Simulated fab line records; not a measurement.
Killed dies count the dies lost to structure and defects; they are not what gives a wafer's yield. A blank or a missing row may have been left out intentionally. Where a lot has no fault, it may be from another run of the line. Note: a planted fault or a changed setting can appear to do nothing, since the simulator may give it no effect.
Comparing a struck lot with a sound one | flow sky130 | 43 steps out of a route of 708
Sound: wafers L881.1, L881.3, L881.5. Struck: wafer L893.2 (L893.1, L893.6, from the same lot, were not struck and are left out); the cause is given at the end.
Each step with rows lists, per side, the tool, then ch with its chambers, then its first start. Under that, the readings that differ: sound wafers | struck wafers | difference of the means | sigmas: that difference in standard deviations of wafers without a fault.
alike: same words and numbers on both sides, and readings whose means sit less than 2 such deviations apart. not compared: any withheld reading, any reading some wafer has no value for, any bound like >300 that may hide the same value, and any number with overlapping values for which the record gives no deviation.
A row with sigmas, a row that says differs or no value, or rows on one side alone: a step with any of these is where the two part. When numbers do not overlap yet have no deviation, they are printed without sigmas and do not part them. Lack of a reading on every wafer of one side parts them only where that side has two or more wafers.

first, 6 steps without rows for these wafers: SKY_VIA4_ETCH_12 (etches SiO2 in C4F8/O2/Ar, stops on TiN, target depth 580 nm); SKY_VIA4_STRIP_13 (strips in O2/N2); SKY_VIA4_STRIP_14 (strips in post etch residue remover, time 1200 s); SKY_VIA4_CLEAN_15 (cleans in IPA, time 180 s); SKY_VIA4_CLEAN_16 (cleans in O3/DIW); SKY_VIA4_SPUTTER_17 (material TiN, target thk 20 nm, time 80 s).
SKY_VIA4_CVD_18: deposits W, target thk 505 nm, time 152.14 s.
  sound on cvd_w-02 ch 1, day 45 11:43; struck on cvd_w-02 ch 1, day 48 04:14
  alike: chamber_pressure_Torr, heater_power_w
SKY_VIA4_RS_MEAS_19: measurement is done with a four-point probe.
  sound: film_metro-01 at day 45 11:52; struck: film_metro-04 at day 48 04:24
  alike: VIA4_W_RS
SKY_VIA4_THK_MEAS_20: measures by xrf.
  sound: film_metro-01 at day 45 11:59; struck: film_metro-04 at day 48 04:31
  alike: VIA4_W_THK
then, 1 step without rows for these wafers: SKY_VIA4_CMP_21 (polishes, stops on SiO2, t overpolish 25 s, target thk 0 nm).
SKY_METAL5_SPUTTER_00: material Ti, target thk 15 nm, time 10 s.
  sound: pvd_sputter-04 at day 45 12:21; struck: pvd_sputter-01 at day 48 04:53
  alike: throttle_valve_pct
then, 1 step without rows for these wafers: SKY_METAL5_SPUTTER_01 (material TiN, target thk 20 nm, time 16.7 s).
SKY_METAL5_SPUTTER_02: material AlCu, target thk 1150 nm, time 61.2 s.
  sound: pvd_sputter-04 at day 45 12:24; struck: pvd_sputter-01 at day 48 04:55
  alike: throttle_valve_pct
SKY_METAL5_SPUTTER_03: material Ti, target thk 5 nm, time 3.3 s.
  sound: pvd_sputter-04 at day 45 12:27; struck: pvd_sputter-01 at day 48 04:58
  alike: throttle_valve_pct
SKY_METAL5_SPUTTER_04: material TiN, target thk 70 nm, time 58.3 s.
  sound: pvd_sputter-04 at day 45 12:28; struck: pvd_sputter-01 at day 48 04:59
  alike: throttle_valve_pct
SKY_METAL5_RS_MEAS_05: measurement is done with a four-point probe.
  sound: film_metro-04 at day 45 12:31; struck: film_metro-01 at day 48 05:02
  alike: METAL5_ALCU_RS
SKY_METAL5_THK_MEAS_06: measures by xrf.
  sound: film_metro-04 at day 45 12:38; struck: film_metro-01 at day 48 05:10
  alike: METAL5_ALCU_THK
then, 8 steps without rows for these wafers: SKY_METAL5_DEHYDRATE_07 (time 60 s); SKY_METAL5_HMDS_08 (prime time 60 s); SKY_METAL5_COAT_09 (resist thk 1800 nm); SKY_METAL5_SOFTBAKE_10 (time 60 s); SKY_METAL5_EXPOSE_11 (exposes mask MM5, target cd 1600 nm); SKY_METAL5_PEB_12; SKY_METAL5_DEVELOP_13 (develop time 60 s); SKY_METAL5_DESCUM_14 (chemistry O2, time 11 s).
SKY_METAL5_METAL_ETCH_15: etches the open film in Cl2/BCl3, stops on SiO2, target depth 1260 nm, time 252 s.
  sound on rie_metal-03 ch 0,1, day 46 08:11; struck on rie_metal-03 ch 0, day 48 23:43
  alike: drypump_motor_current_A, oes_product_au, throttle_valve_pct
  not compared: rf_hours_counter_h
then, 5 steps without rows for these wafers: SKY_METAL5_STRIP_16 (strips in O2/N2); SKY_METAL5_STRIP_17 (strips in post etch residue remover, time 1200 s); SKY_METAL5_CLEAN_18 (cleans in IPA, time 180 s); SKY_METAL5_CLEAN_19 (cleans in O3/DIW); SKY_PASSIVATION_CVD_00 (deposits SiO2, target thk 90 nm).
SKY_PASSIVATION_THK_MEAS_01:
  sound: film_metro-02 at day 46 09:02; struck: film_metro-03 at day 49 00:38
  alike: PASSIVATION_CVD_00_THK
then, 1 step without rows for these wafers: SKY_PASSIVATION_CVD_02 (deposits Si3N4, target thk 540 nm).
SKY_PASSIVATION_THK_MEAS_03:
  sound: film_metro-01 at day 46 09:19; struck: film_metro-01 at day 49 00:55
  alike: PASSIVATION_CVD_02_THK
then, 8 steps without rows for these wafers: SKY_PASSIVATION_DEHYDRATE_04 (time 60 s); SKY_PASSIVATION_HMDS_05 (prime time 60 s); SKY_PASSIVATION_COAT_06 (resist thk 3000 nm); SKY_PASSIVATION_SOFTBAKE_07; SKY_PASSIVATION_EXPOSE_08 (exposes mask NSM, target cd 3000 nm); SKY_PASSIVATION_PEB_09; SKY_PASSIVATION_DEVELOP_10 (develop time 60 s); SKY_PASSIVATION_ETCH_11 (etches the open film in CF4/O2, stops on AlCu, target depth 725 nm, time 161.1 s).
SKY_PAD_OPEN_PROBE_99:
  sound: prober-02 at day 48 03:25; struck: prober-02 at day 50 15:10
  reading                               | sound             | struck | difference | sigmas
  defect_limited_yield (%)              | 85.0 83.7 85.2    | 78.3   | -6.3       | -3
  killed_at_M4_up                       | 1 3 7             | 41     | +37        | +20
  killed_at_other                       | 1 2 1             | 0      | -1         | -2
  killed_dies                           | 74 80 73          | 107    | +31        | +3
  sort_bin_3_pad_short (%)              | 1.0 1.0 1.0       | 2.0    | +1.0       | +2
  sort_bin_5_function (%)               | 8.3 8.5 8.1       | 13.0   | +4.7       | +3
  sort_n_pass                           | 418 412 419       | 385    | -31        | -3
  sort_yield_pct (%)                    | 85.0 83.7 85.2    | 78.3   | -6.3       | -3
  model.etest.tester.sort_n_pass        | 418 412 419       | 385    | -31        |
  model.etest.tester.sort_yield_pct (%) | 84.96 83.74 85.16 | 78.25  | -6.37      |
  model.etest.tester.sort_bin_5_pct (%) | 8.333 8.537 8.13  | 13.01  | +4.68      |
  model.etest.tester.sort_bin_3_pct (%) | 1.016 1.016 1.016 | 2.033  | +1.017     |
  alike: killed_at_M0_to_M3, killed_at_contacts, killed_at_front_end, killed_open, killed_short, sort_bin_6_memory

WHERE THEY PART
Within this record, at SKY_PAD_OPEN_PROBE_99 only.

WHY: the cause the simulator had injected
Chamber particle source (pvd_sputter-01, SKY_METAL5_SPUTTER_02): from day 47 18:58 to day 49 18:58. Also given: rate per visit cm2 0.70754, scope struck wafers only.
